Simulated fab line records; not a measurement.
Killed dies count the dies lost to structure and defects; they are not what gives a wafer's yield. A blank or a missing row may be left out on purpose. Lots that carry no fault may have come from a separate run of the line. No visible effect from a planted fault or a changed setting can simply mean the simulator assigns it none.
fab line records / flow sky130 / part 2 of 2: steps 25 to 34 of 34
record lots=5 wafers=15 lastDay=49
route steps=708 shown PWDE@47 NWELL@56
lots that met no fault: taken from a fault-free run of the same line
startH: hours from the record's opening day to when the first of the lot's shown wafers began / waitH: time in hours since the lot's previous step / " identical to the entry in the row above / L1.1+2: a single row standing in for several wafers / - no value, or no start was given / * or withheld: withheld / < > ~ a bound
route shown NAME@n: names a module that has steps shown in the file, with the first one's number in the route / usual: mean/standard deviation of fault-free wafers / same: alike in all rows / chamber/n: place in a boat / sites: per-site readings / _std_site: how widely they spread, as a standard deviation / _edge_site: the outer-site mean with the inner-site mean subtracted / radiusMm: for every site, how far away it sits from the centre of the wafer / mask NAME#n: copy n / behind: the most recent tool/chamber to have shaped the wafer / hold: why the lot went on hold/how many hours it stayed there/how the hold came to an end / device: transistor that didn't switch, given as n, p or np / end of line: at the end of the route, the tests of the same wafers / a step without rows: its recipe alone / killed: at the first sort, the dies lost to defects and structure; wafer yield is something else / map: shows each die of a wafer: x if killed, . if not, _ if none is there
set.NAME: the setting that was run; set.NAME@STEP: the one run at that earlier step / model.NAME: the simulator's own value behind a step, which no gauge read
lots at some steps of the route; a table a step, a row a wafer
services: a tool's chamber out of use, with start hour (startH, from the record's first day; less than 0 if before it), hours out, and reason
## steps
# step SKY_NWELL_COAT_18
# recipe spinRpm=2000 resistThkNm=3000
# usual chillPlateTempC=22.99/0.1 exhaustPa=45.2/0.87
lot.wafer=L074.1 tool=lithoTrack-03 chamber=0 startH=95.12 waitH=0.1 chillPlateTempC=22.93 exhaustPa=46.1
lot.wafer=L074.2 tool=lithoTrack-03 chamber=0 startH=95.12 waitH=0.1 chillPlateTempC=22.99 exhaustPa=45.3
lot.wafer=L074.4 tool=lithoTrack-03 chamber=0 startH=95.12 waitH=0.1 chillPlateTempC=22.90 exhaustPa=44.6
lot.wafer=L083.1 tool=lithoTrack-03 chamber=0 startH=147.52 waitH=0.1 chillPlateTempC=23.16 exhaustPa=44.7
lot.wafer=L083.2 tool=lithoTrack-03 chamber=0 startH=147.52 waitH=0.1 chillPlateTempC=23.08 exhaustPa=45.3
lot.wafer=L083.4 tool=lithoTrack-03 chamber=0 startH=147.52 waitH=0.1 chillPlateTempC=22.89 exhaustPa=45.1
lot.wafer=L089.3 tool=lithoTrack-04 chamber=0 startH=182.81 waitH=0.1 chillPlateTempC=23.01 exhaustPa=46.0
lot.wafer=L089.4 tool=lithoTrack-04 chamber=0 startH=182.81 waitH=0.1 chillPlateTempC=22.93 exhaustPa=45.0
lot.wafer=L089.5 tool=lithoTrack-04 chamber=0 startH=182.81 waitH=0.1 chillPlateTempC=23.12 exhaustPa=45.5
lot.wafer=L092.3 tool=lithoTrack-03 chamber=0 startH=201.87 waitH=0.1 chillPlateTempC=22.83 exhaustPa=45.5
lot.wafer=L092.4 tool=lithoTrack-03 chamber=0 startH=201.87 waitH=0.1 chillPlateTempC=22.94 exhaustPa=45.7
lot.wafer=L092.5 tool=lithoTrack-03 chamber=0 startH=201.87 waitH=0.1 chillPlateTempC=22.87 exhaustPa=45.7
lot.wafer=L093.3 tool=lithoTrack-01 chamber=0 startH=204.98 waitH=0.1 chillPlateTempC=22.86 exhaustPa=45.2
lot.wafer=L093.4 tool=lithoTrack-01 chamber=0 startH=204.98 waitH=0.1 chillPlateTempC=22.87 exhaustPa=45.8
lot.wafer=L093.5 tool=lithoTrack-01 chamber=0 startH=204.98 waitH=0.1 chillPlateTempC=22.84 exhaustPa=46.6
# step SKY_NWELL_SOFTBAKE_19
# recipe tempC=110 timeS=withheld
# usual chillPlateTempC=22.99/0.096 exhaustPa=44.9/0.91
lot.wafer=L074.1 tool=lithoTrack-03 chamber=0 startH=95.27 waitH=0.1 chillPlateTempC=22.86 exhaustPa=46.0
lot.wafer=L074.2 tool=lithoTrack-03 chamber=0 startH=95.27 waitH=0.1 chillPlateTempC=22.96 exhaustPa=46.7
lot.wafer=L074.4 tool=lithoTrack-03 chamber=0 startH=95.27 waitH=0.1 chillPlateTempC=22.83 exhaustPa=45.0
lot.wafer=L083.1 tool=lithoTrack-03 chamber=0 startH=147.67 waitH=0.1 chillPlateTempC=23.01 exhaustPa=45.3
lot.wafer=L083.2 tool=lithoTrack-03 chamber=0 startH=147.67 waitH=0.1 chillPlateTempC=22.74 exhaustPa=45.3
lot.wafer=L083.4 tool=lithoTrack-03 chamber=0 startH=147.67 waitH=0.1 chillPlateTempC=22.99 exhaustPa=45.3
lot.wafer=L089.3 tool=lithoTrack-04 chamber=0 startH=182.98 waitH=0.1 chillPlateTempC=23.06 exhaustPa=46.1
lot.wafer=L089.4 tool=lithoTrack-04 chamber=0 startH=182.98 waitH=0.1 chillPlateTempC=22.80 exhaustPa=45.6
lot.wafer=L089.5 tool=lithoTrack-04 chamber=0 startH=182.98 waitH=0.1 chillPlateTempC=22.93 exhaustPa=45.0
lot.wafer=L092.3 tool=lithoTrack-03 chamber=0 startH=202.03 waitH=0.1 chillPlateTempC=22.93 exhaustPa=45.0
lot.wafer=L092.4 tool=lithoTrack-03 chamber=0 startH=202.03 waitH=0.1 chillPlateTempC=23.02 exhaustPa=44.1
lot.wafer=L092.5 tool=lithoTrack-03 chamber=0 startH=202.03 waitH=0.1 chillPlateTempC=22.97 exhaustPa=44.4
lot.wafer=L093.3 tool=lithoTrack-01 chamber=0 startH=205.14 waitH=0.1 chillPlateTempC=22.78 exhaustPa=46.0
lot.wafer=L093.4 tool=lithoTrack-01 chamber=0 startH=205.14 waitH=0.1 chillPlateTempC=22.80 exhaustPa=45.7
lot.wafer=L093.5 tool=lithoTrack-01 chamber=0 startH=205.14 waitH=0.1 chillPlateTempC=22.93 exhaustPa=45.2
# step SKY_NWELL_EXPOSE_20
# recipe maskId=NWM_COMPLEMENT na=0.6 sourceShape=conventional sigmaOuter=0.6 polarization=unpolarized targetCdNm=840 doseMj=260
# same sigmaOuter=0.6
lot.wafer=L074.1+2+4 tool=ilineStepper-02 chamber=0 startH=- waitH=- mask=NWM_COMPLEMENT#0
lot.wafer=L083.1+2+4 tool=ilineStepper-02 chamber=0 startH=- waitH=- mask=NWM_COMPLEMENT#0
lot.wafer=L089.3+4+5 tool=ilineStepper-01 chamber=0 startH=- waitH=- mask=NWM_COMPLEMENT#0
lot.wafer=L092.3+4+5 tool=ilineStepper-01 chamber=0 startH=- waitH=- mask=NWM_COMPLEMENT#0
lot.wafer=L093.3+4+5 tool=ilineStepper-01 chamber=0 startH=- waitH=- mask=NWM_COMPLEMENT#0
# step SKY_NWELL_PEB_21
# recipe tempC=115 timeS=withheld
# usual chillPlateTempC=22.99/0.094 exhaustPa=45.2/0.85
lot.wafer=L074.1 tool=lithoTrack-03 chamber=0 startH=- waitH=- chillPlateTempC=22.81 exhaustPa=44.6
lot.wafer=L074.2 tool=lithoTrack-03 chamber=0 startH=- waitH=- chillPlateTempC=23.03 exhaustPa=46.7
lot.wafer=L074.4 tool=lithoTrack-03 chamber=0 startH=- waitH=- chillPlateTempC=22.99 exhaustPa=45.4
lot.wafer=L083.1 tool=lithoTrack-01 chamber=0 startH=- waitH=- chillPlateTempC=22.94 exhaustPa=45.8
lot.wafer=L083.2 tool=lithoTrack-01 chamber=0 startH=- waitH=- chillPlateTempC=22.99 exhaustPa=45.2
lot.wafer=L083.4 tool=lithoTrack-01 chamber=0 startH=- waitH=- chillPlateTempC=23.01 exhaustPa=45.5
lot.wafer=L089.3 tool=lithoTrack-01 chamber=0 startH=- waitH=- chillPlateTempC=23.11 exhaustPa=44.4
lot.wafer=L089.4 tool=lithoTrack-01 chamber=0 startH=- waitH=- chillPlateTempC=23.26 exhaustPa=43.9
lot.wafer=L089.5 tool=lithoTrack-01 chamber=0 startH=- waitH=- chillPlateTempC=23.05 exhaustPa=45.0
lot.wafer=L092.3 tool=lithoTrack-01 chamber=0 startH=- waitH=- chillPlateTempC=22.99 exhaustPa=45.8
lot.wafer=L092.4 tool=lithoTrack-01 chamber=0 startH=- waitH=- chillPlateTempC=22.97 exhaustPa=45.3
lot.wafer=L092.5 tool=lithoTrack-01 chamber=0 startH=- waitH=- chillPlateTempC=22.89 exhaustPa=45.9
lot.wafer=L093.3 tool=lithoTrack-03 chamber=0 startH=- waitH=- chillPlateTempC=22.97 exhaustPa=45.0
lot.wafer=L093.4 tool=lithoTrack-03 chamber=0 startH=- waitH=- chillPlateTempC=23.11 exhaustPa=45.0
lot.wafer=L093.5 tool=lithoTrack-03 chamber=0 startH=- waitH=- chillPlateTempC=23.05 exhaustPa=45.1
# step SKY_NWELL_DEVELOP_22
# recipe wallAngleDeg=90 developer=TMAH developTimeS=60 devTempC=23
# usual chillPlateTempC=23.02/0.11 exhaustPa=45.0/0.93
lot.wafer=L074.1 tool=lithoTrack-03 chamber=0 startH=- waitH=- chillPlateTempC=22.98 exhaustPa=45.3
lot.wafer=L074.2 tool=lithoTrack-03 chamber=0 startH=- waitH=- chillPlateTempC=23.02 exhaustPa=45.9
lot.wafer=L074.4 tool=lithoTrack-03 chamber=0 startH=- waitH=- chillPlateTempC=22.98 exhaustPa=45.2
lot.wafer=L083.1 tool=lithoTrack-01 chamber=0 startH=- waitH=- chillPlateTempC=23.01 exhaustPa=45.3
lot.wafer=L083.2 tool=lithoTrack-01 chamber=0 startH=- waitH=- chillPlateTempC=22.84 exhaustPa=44.5
lot.wafer=L083.4 tool=lithoTrack-01 chamber=0 startH=- waitH=- chillPlateTempC=23.00 exhaustPa=46.8
lot.wafer=L089.3 tool=lithoTrack-01 chamber=0 startH=- waitH=- chillPlateTempC=23.28 exhaustPa=46.6
lot.wafer=L089.4 tool=lithoTrack-01 chamber=0 startH=- waitH=- chillPlateTempC=23.05 exhaustPa=45.8
lot.wafer=L089.5 tool=lithoTrack-01 chamber=0 startH=- waitH=- chillPlateTempC=23.08 exhaustPa=46.4
lot.wafer=L092.3 tool=lithoTrack-01 chamber=0 startH=- waitH=- chillPlateTempC=23.13 exhaustPa=45.4
lot.wafer=L092.4 tool=lithoTrack-01 chamber=0 startH=- waitH=- chillPlateTempC=22.87 exhaustPa=45.3
lot.wafer=L092.5 tool=lithoTrack-01 chamber=0 startH=- waitH=- chillPlateTempC=22.97 exhaustPa=44.1
lot.wafer=L093.3 tool=lithoTrack-03 chamber=0 startH=- waitH=- chillPlateTempC=22.90 exhaustPa=46.0
lot.wafer=L093.4 tool=lithoTrack-03 chamber=0 startH=- waitH=- chillPlateTempC=22.99 exhaustPa=45.4
lot.wafer=L093.5 tool=lithoTrack-03 chamber=0 startH=- waitH=- chillPlateTempC=22.98 exhaustPa=45.3
# step SKY_NWELL_OVL_MEAS_23
# usual NWELL_01_OVL=-0.2/1.6
lot.wafer=L074.1 tool=overlay-01 chamber=- startH=104.57 waitH=- NWELL_01_OVL[nm]=-1.2
lot.wafer=L074.2 tool=overlay-01 chamber=- startH=104.57 waitH=- NWELL_01_OVL[nm]=-1.2
lot.wafer=L074.4 tool=overlay-01 chamber=- startH=104.57 waitH=- NWELL_01_OVL[nm]=-2.1
lot.wafer=L083.1 tool=overlay-01 chamber=- startH=157.43 waitH=- NWELL_01_OVL[nm]=0.6
lot.wafer=L083.2 tool=overlay-01 chamber=- startH=157.43 waitH=- NWELL_01_OVL[nm]=-0.6
lot.wafer=L083.4 tool=overlay-01 chamber=- startH=157.43 waitH=- NWELL_01_OVL[nm]=-0.4
lot.wafer=L089.3 tool=overlay-02 chamber=- startH=192.99 waitH=- NWELL_01_OVL[nm]=-2.8
lot.wafer=L089.4 tool=overlay-02 chamber=- startH=192.99 waitH=- NWELL_01_OVL[nm]=-2.0
lot.wafer=L089.5 tool=overlay-02 chamber=- startH=192.99 waitH=- NWELL_01_OVL[nm]=-2.4
lot.wafer=L092.3 tool=overlay-02 chamber=- startH=212.49 waitH=- NWELL_01_OVL[nm]=0.4
lot.wafer=L092.4 tool=overlay-02 chamber=- startH=212.49 waitH=- NWELL_01_OVL[nm]=0.5
lot.wafer=L092.5 tool=overlay-02 chamber=- startH=212.49 waitH=- NWELL_01_OVL[nm]=1.2
lot.wafer=L093.3 tool=overlay-01 chamber=- startH=215.78 waitH=- NWELL_01_OVL[nm]=1.7
lot.wafer=L093.4 tool=overlay-01 chamber=- startH=215.78 waitH=- NWELL_01_OVL[nm]=2.2
lot.wafer=L093.5 tool=overlay-01 chamber=- startH=215.78 waitH=- NWELL_01_OVL[nm]=1.9
# step SKY_NWELL_IMPLANT_24
# recipe species=B energyKev=140 doseCm2=9.2e+12 tiltDeg=withheld
# usual beamOnS=9.99/0.21
lot.wafer=L074.1 tool=implanter-02 chamber=0 startH=104.60 waitH=0.0 beamOnS=9.86
lot.wafer=L074.2 tool=implanter-02 chamber=0 startH=104.60 waitH=0.0 beamOnS=10.02
lot.wafer=L074.4 tool=implanter-02 chamber=0 startH=104.60 waitH=0.0 beamOnS=9.90
lot.wafer=L083.1 tool=implanter-03 chamber=0 startH=157.46 waitH=0.0 beamOnS=10.00
lot.wafer=L083.2 tool=implanter-03 chamber=0 startH=157.46 waitH=0.0 beamOnS=10.01
lot.wafer=L083.4 tool=implanter-03 chamber=0 startH=157.46 waitH=0.0 beamOnS=9.84
lot.wafer=L089.3 tool=implanter-04 chamber=0 startH=193.06 waitH=0.1 beamOnS=9.88
lot.wafer=L089.4 tool=implanter-04 chamber=0 startH=193.06 waitH=0.1 beamOnS=10.00
lot.wafer=L089.5 tool=implanter-04 chamber=0 startH=193.06 waitH=0.1 beamOnS=9.78
lot.wafer=L092.3 tool=implanter-02 chamber=0 startH=212.56 waitH=0.1 beamOnS=9.70
lot.wafer=L092.4 tool=implanter-02 chamber=0 startH=212.56 waitH=0.1 beamOnS=9.91
lot.wafer=L092.5 tool=implanter-02 chamber=0 startH=212.56 waitH=0.1 beamOnS=9.91
lot.wafer=L093.3 tool=implanter-03 chamber=0 startH=215.85 waitH=0.1 beamOnS=10.06
lot.wafer=L093.4 tool=implanter-03 chamber=0 startH=215.85 waitH=0.1 beamOnS=10.02
lot.wafer=L093.5 tool=implanter-03 chamber=0 startH=215.85 waitH=0.1 beamOnS=9.98
# step SKY_NWELL_STRIP_25
# recipe chemistry=O2/N2 powerW=1400 pressureMtorr=1500 platenTempC=withheld o2FlowSccm=3000 n2FlowSccm=300 overashFraction=0.5
# usual drypumpMotorCurrentA=5.5/0.38 oesProductAu=0.722/0.0051 stripTimeToEndpointS=36.91/0.11
lot.wafer=L074.1 tool=plasmaAsher-04 chamber=0 startH=104.75 waitH=0.1 drypumpMotorCurrentA=5.1 oesProductAu=0.726 rfHoursCounterH=40 stripTimeToEndpointS=36.98
lot.wafer=L074.2 tool=plasmaAsher-04 chamber=1 startH=104.75 waitH=0.1 drypumpMotorCurrentA=5.4 oesProductAu=0.717 rfHoursCounterH=40 stripTimeToEndpointS=37.02
lot.wafer=L074.4 tool=plasmaAsher-04 chamber=0 startH=104.75 waitH=0.1 drypumpMotorCurrentA=5.1 oesProductAu=0.722 rfHoursCounterH=- stripTimeToEndpointS=36.98
lot.wafer=L083.1 tool=plasmaAsher-03 chamber=1 startH=157.61 waitH=0.1 drypumpMotorCurrentA=5.3 oesProductAu=0.725 rfHoursCounterH=47 stripTimeToEndpointS=36.84
lot.wafer=L083.2 tool=plasmaAsher-03 chamber=0 startH=157.61 waitH=0.1 drypumpMotorCurrentA=6.1 oesProductAu=0.723 rfHoursCounterH=47 stripTimeToEndpointS=36.74
lot.wafer=L083.4 tool=plasmaAsher-03 chamber=0 startH=157.61 waitH=0.1 drypumpMotorCurrentA=6.1 oesProductAu=0.718 rfHoursCounterH=- stripTimeToEndpointS=36.92
lot.wafer=L089.3 tool=plasmaAsher-02 chamber=0 startH=193.20 waitH=0.1 drypumpMotorCurrentA=4.9 oesProductAu=0.736 rfHoursCounterH=- stripTimeToEndpointS=36.87
lot.wafer=L089.4 tool=plasmaAsher-02 chamber=1 startH=193.20 waitH=0.1 drypumpMotorCurrentA=5.7 oesProductAu=0.723 rfHoursCounterH=- stripTimeToEndpointS=36.85
lot.wafer=L089.5 tool=plasmaAsher-02 chamber=0 startH=193.20 waitH=0.1 drypumpMotorCurrentA=4.9 oesProductAu=0.723 rfHoursCounterH=- stripTimeToEndpointS=36.81
lot.wafer=L092.3 tool=plasmaAsher-04 chamber=1 startH=212.70 waitH=0.1 drypumpMotorCurrentA=5.4 oesProductAu=0.726 rfHoursCounterH=- stripTimeToEndpointS=36.73
lot.wafer=L092.4 tool=plasmaAsher-04 chamber=0 startH=212.70 waitH=0.1 drypumpMotorCurrentA=5.1 oesProductAu=0.726 rfHoursCounterH=- stripTimeToEndpointS=36.75
lot.wafer=L092.5 tool=plasmaAsher-04 chamber=1 startH=212.70 waitH=0.1 drypumpMotorCurrentA=5.4 oesProductAu=0.714 rfHoursCounterH=- stripTimeToEndpointS=36.77
lot.wafer=L093.3 tool=plasmaAsher-02 chamber=1 startH=215.99 waitH=0.1 drypumpMotorCurrentA=5.7 oesProductAu=0.731 rfHoursCounterH=- stripTimeToEndpointS=36.87
lot.wafer=L093.4 tool=plasmaAsher-02 chamber=0 startH=215.99 waitH=0.1 drypumpMotorCurrentA=4.9 oesProductAu=0.720 rfHoursCounterH=- stripTimeToEndpointS=36.81
lot.wafer=L093.5 tool=plasmaAsher-02 chamber=1 startH=215.99 waitH=0.1 drypumpMotorCurrentA=5.7 oesProductAu=0.728 rfHoursCounterH=- stripTimeToEndpointS=36.83
# step SKY_NWELL_TW_MEAS_26
# usual NWELL_2_TW=497/3.1
lot.wafer=L074.1 tool=filmMetro-01 chamber=- startH=104.85 waitH=0.1 NWELL_2_TW=498
lot.wafer=L074.2 tool=filmMetro-01 chamber=- startH=104.85 waitH=0.1 NWELL_2_TW=498
lot.wafer=L074.4 tool=filmMetro-01 chamber=- startH=104.85 waitH=0.1 NWELL_2_TW=498
lot.wafer=L083.1 tool=filmMetro-03 chamber=- startH=157.71 waitH=0.1 NWELL_2_TW=500
lot.wafer=L083.2 tool=filmMetro-03 chamber=- startH=157.71 waitH=0.1 NWELL_2_TW=501
lot.wafer=L083.4 tool=filmMetro-03 chamber=- startH=157.71 waitH=0.1 NWELL_2_TW=502
lot.wafer=L089.3 tool=filmMetro-02 chamber=- startH=193.28 waitH=0.1 NWELL_2_TW=494
lot.wafer=L089.4 tool=filmMetro-02 chamber=- startH=193.28 waitH=0.1 NWELL_2_TW=495
lot.wafer=L089.5 tool=filmMetro-02 chamber=- startH=193.28 waitH=0.1 NWELL_2_TW=493
lot.wafer=L092.3 tool=filmMetro-01 chamber=- startH=212.78 waitH=0.1 NWELL_2_TW=497
lot.wafer=L092.4 tool=filmMetro-01 chamber=- startH=212.78 waitH=0.1 NWELL_2_TW=498
lot.wafer=L092.5 tool=filmMetro-01 chamber=- startH=212.78 waitH=0.1 NWELL_2_TW=499
lot.wafer=L093.3 tool=filmMetro-03 chamber=- startH=216.07 waitH=0.1 NWELL_2_TW=503
lot.wafer=L093.4 tool=filmMetro-03 chamber=- startH=216.07 waitH=0.1 NWELL_2_TW=499
lot.wafer=L093.5 tool=filmMetro-03 chamber=- startH=216.07 waitH=0.1 NWELL_2_TW=501
# step SKY_NWELL_CLEAN_27
# recipe chemistry=SC1/SC2 mix=1:4:20 tempC=70 timeS=150 dry=n2Spin
# usual bathHeatDutyPct=13.1/1.6
lot.wafer=L074.1 tool=wetBench-01 chamber=1 startH=104.91 waitH=0.1 bathHeatDutyPct=10.6
lot.wafer=L074.2 tool=wetBench-01 chamber=1 startH=104.91 waitH=0.1 bathHeatDutyPct=11.7
lot.wafer=L074.4 tool=wetBench-01 chamber=1 startH=104.91 waitH=0.1 bathHeatDutyPct=11.2
lot.wafer=L083.1 tool=wetBench-01 chamber=1 startH=157.77 waitH=0.1 bathHeatDutyPct=10.6
lot.wafer=L083.2 tool=wetBench-01 chamber=1 startH=157.77 waitH=0.1 bathHeatDutyPct=11.4
lot.wafer=L083.4 tool=wetBench-01 chamber=1 startH=157.77 waitH=0.1 bathHeatDutyPct=11.7
lot.wafer=L089.3 tool=wetBench-02 chamber=3 startH=193.32 waitH=0.0 bathHeatDutyPct=13.6
lot.wafer=L089.4 tool=wetBench-02 chamber=3 startH=193.32 waitH=0.0 bathHeatDutyPct=12.8
lot.wafer=L089.5 tool=wetBench-02 chamber=3 startH=193.32 waitH=0.0 bathHeatDutyPct=12.4
lot.wafer=L092.3 tool=wetBench-04 chamber=2 startH=212.82 waitH=0.0 bathHeatDutyPct=12.7
lot.wafer=L092.4 tool=wetBench-04 chamber=2 startH=212.82 waitH=0.0 bathHeatDutyPct=11.7
lot.wafer=L092.5 tool=wetBench-04 chamber=2 startH=212.82 waitH=0.0 bathHeatDutyPct=12.4
lot.wafer=L093.3 tool=wetBench-01 chamber=2 startH=216.11 waitH=0.0 bathHeatDutyPct=15.2
lot.wafer=L093.4 tool=wetBench-01 chamber=2 startH=216.11 waitH=0.0 bathHeatDutyPct=15.5
lot.wafer=L093.5 tool=wetBench-01 chamber=2 startH=216.11 waitH=0.0 bathHeatDutyPct=14.2
## services
tool=implanter-02 chamber=- startH=42.83 hours=2.4 kind=repair
tool=implanter-01 chamber=- startH=50.18 hours=3.4 kind=repair
tool=ilineStepper-01 chamber=- startH=60.12 hours=1.7 kind=pm
tool=wetBench-02 chamber=- startH=73.34 hours=6.0 kind=repair
tool=implanter-01 chamber=- startH=91.80 hours=2.8 kind=repair
tool=ilineStepper-02 chamber=- startH=107.37 hours=2.1 kind=pm
tool=plasmaAsher-04 chamber=- startH=108.75 hours=9.0 kind=pm
tool=plasmaAsher-04 chamber=0 startH=108.75 hours=9.0 kind=ventCycle
tool=plasmaAsher-04 chamber=1 startH=108.75 hours=9.0 kind=ventCycle
tool=ilineStepper-02 chamber=- startH=109.45 hours=- kind=consumableReplace:lamp
tool=plasmaAsher-04 chamber=0 startH=117.75 hours=- kind=clean
tool=plasmaAsher-04 chamber=1 startH=117.75 hours=- kind=clean
tool=plasmaAsher-04 chamber=- startH=120.03 hours=15.6 kind=pm
tool=implanter-01 chamber=- startH=139.97 hours=4.0 kind=repair
tool=plasmaAsher-02 chamber=- startH=145.49 hours=0.8 kind=repair
tool=implanter-01 chamber=- startH=146.63 hours=3.8 kind=repair
tool=ilineStepper-01 chamber=- startH=159.97 hours=4.3 kind=pm
tool=implanter-01 chamber=- startH=189.25 hours=6.6 kind=pm
tool=plasmaAsher-04 chamber=- startH=190.68 hours=2.8 kind=pm
tool=implanter-01 chamber=- startH=202.40 hours=3.2 kind=repair
tool=plasmaAsher-02 chamber=- startH=203.49 hours=2.8 kind=pm
